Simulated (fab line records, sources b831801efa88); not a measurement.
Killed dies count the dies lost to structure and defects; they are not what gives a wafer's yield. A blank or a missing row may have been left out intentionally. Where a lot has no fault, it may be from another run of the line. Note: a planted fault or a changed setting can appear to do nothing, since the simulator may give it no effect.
The tool behind it: which one? / flow sky130 / 14 lots, 42 wafers sampled, at 2 steps of a route of 708

== WHAT THE GAUGES SHOWED, per wafer ==
Not one reading of a measure or inspect step in the record can be checked against a usual standard deviation.

== TOOL THAT RAN EACH LOT (tool first, then ch and the chambers of the sampled wafers, then the start) ==
lot=L882; SKY_LI_CONTACT_DEVELOP_11=litho_track-03 ch 0, day 29 19:00; SKY_PAD_OPEN_PROBE_99=-
lot=L883; SKY_LI_CONTACT_DEVELOP_11=litho_track-04 ch 0, day 30 02:00; SKY_PAD_OPEN_PROBE_99=-
lot=L884; SKY_LI_CONTACT_DEVELOP_11=litho_track-04 ch 0, day 30 14:00; SKY_PAD_OPEN_PROBE_99=-
lot=L885; SKY_LI_CONTACT_DEVELOP_11=litho_track-04 ch 0, day 31 05:00; SKY_PAD_OPEN_PROBE_99=prober-02, day 47 16:43
lot=L888; SKY_LI_CONTACT_DEVELOP_11=litho_track-04 ch 0, day 31 19:00; SKY_PAD_OPEN_PROBE_99=prober-02, day 48 00:38
lot=L889; SKY_LI_CONTACT_DEVELOP_11=litho_track-02 ch 0, day 31 23:00; SKY_PAD_OPEN_PROBE_99=-
lot=L894; SKY_LI_CONTACT_DEVELOP_11=litho_track-02 ch 0, day 34 04:00; SKY_PAD_OPEN_PROBE_99=-
lot=L897; SKY_LI_CONTACT_DEVELOP_11=litho_track-04 ch 0, day 34 15:00; SKY_PAD_OPEN_PROBE_99=-
lot=L899; SKY_LI_CONTACT_DEVELOP_11=litho_track-04 ch 0, day 34 23:00; SKY_PAD_OPEN_PROBE_99=-
lot=L900; SKY_LI_CONTACT_DEVELOP_11=litho_track-04 ch 0, day 35 12:00; SKY_PAD_OPEN_PROBE_99=-
lot=L903; SKY_LI_CONTACT_DEVELOP_11=litho_track-02 ch 0, day 36 14:00; SKY_PAD_OPEN_PROBE_99=-
lot=L902; SKY_LI_CONTACT_DEVELOP_11=litho_track-02 ch 0, day 36 18:00; SKY_PAD_OPEN_PROBE_99=-
lot=L904; SKY_LI_CONTACT_DEVELOP_11=litho_track-04 ch 0, day 36 20:00; SKY_PAD_OPEN_PROBE_99=-
lot=L905; SKY_LI_CONTACT_DEVELOP_11=litho_track-03 ch 0, day 37 05:00; SKY_PAD_OPEN_PROBE_99=-
- SKY_LI_CONTACT_DEVELOP_11: develop time 60 s.
- SKY_PAD_OPEN_PROBE_99

== WHAT THE TOOLS THEMSELVES READ (means of the sampled wafers that have a number; where no wafer has one, the mark that the record gives instead) ==
SKY_LI_CONTACT_DEVELOP_11. Usual: developer_temp_C reads 21.01 C (standard deviation 0.1).
lot=L882; tool=litho_track-03; developer_temp_C (C)=21.04; flag=
lot=L883; tool=litho_track-04; developer_temp_C (C)=21.05; flag=
lot=L884; tool=litho_track-04; developer_temp_C (C)=20.91; flag=
lot=L885; tool=litho_track-04; developer_temp_C (C)=23.15; flag=OFF
lot=L888; tool=litho_track-04; developer_temp_C (C)=23.28; flag=OFF
lot=L889; tool=litho_track-02; developer_temp_C (C)=20.95; flag=
lot=L894; tool=litho_track-02; developer_temp_C (C)=21.02; flag=
lot=L897; tool=litho_track-04; developer_temp_C (C)=20.96; flag=
lot=L899; tool=litho_track-04; developer_temp_C (C)=20.94; flag=
lot=L900; tool=litho_track-04; developer_temp_C (C)=21.04; flag=
lot=L903; tool=litho_track-02; developer_temp_C (C)=21.08; flag=
lot=L902; tool=litho_track-02; developer_temp_C (C)=20.85; flag=
lot=L904; tool=litho_track-04; developer_temp_C (C)=20.98; flag=
lot=L905; tool=litho_track-03; developer_temp_C (C)=20.97; flag=

SKY_PAD_OPEN_PROBE_99. Usual: killed_at_M0_to_M3 44, standard deviation 6.9; killed_at_M4_up 3.1, standard deviation 1.7; killed_at_contacts 25, standard deviation 5.6; killed_at_front_end 14, standard deviation 4.3; killed_at_other 0.3, standard deviation 0.51; killed_dies 86, standard deviation 9.8; killed_open 47, standard deviation 6.5; killed_short 39, standard deviation 6.6.
lot=L885 tool=prober-02 killed_at_M0_to_M3=45 killed_at_M4_up=3.3 killed_at_contacts=28 killed_at_front_end=11 killed_at_other=0.0 killed_dies=87 killed_open=47 killed_short=40 flag=
lot=L888 tool=prober-02 killed_at_M0_to_M3=47 killed_at_M4_up=3.3 killed_at_contacts=24 killed_at_front_end=14 killed_at_other=1.0 killed_dies=90 killed_open=50 killed_short=40 flag=

== THE ANSWER, worked out from the rows above alone ==
Rule: lot off if the mean of its wafers having a number is beyond 3 standard deviations from the usual mean. A lot without any number at a reading at which 4 lots or more have one is off too. All remaining lots with rows at the step are treated as sound. After the gauges, taken in route order, come the tools' own readings; for these a lot's mean is taken, as printed above. The first step at which some lot is off is used, and at that step the reading that is off furthest; a lot without a number counts as furthest.
Off: L885, L888, at SKY_LI_CONTACT_DEVELOP_11 (developer_temp_C).
If a tool, at that step or one of the process steps before it, ran each lot that is off and ran no sound lot following the first of them, it fits. No candidate that was tried fits.

== WHAT THE SIMULATOR PUT IN ==
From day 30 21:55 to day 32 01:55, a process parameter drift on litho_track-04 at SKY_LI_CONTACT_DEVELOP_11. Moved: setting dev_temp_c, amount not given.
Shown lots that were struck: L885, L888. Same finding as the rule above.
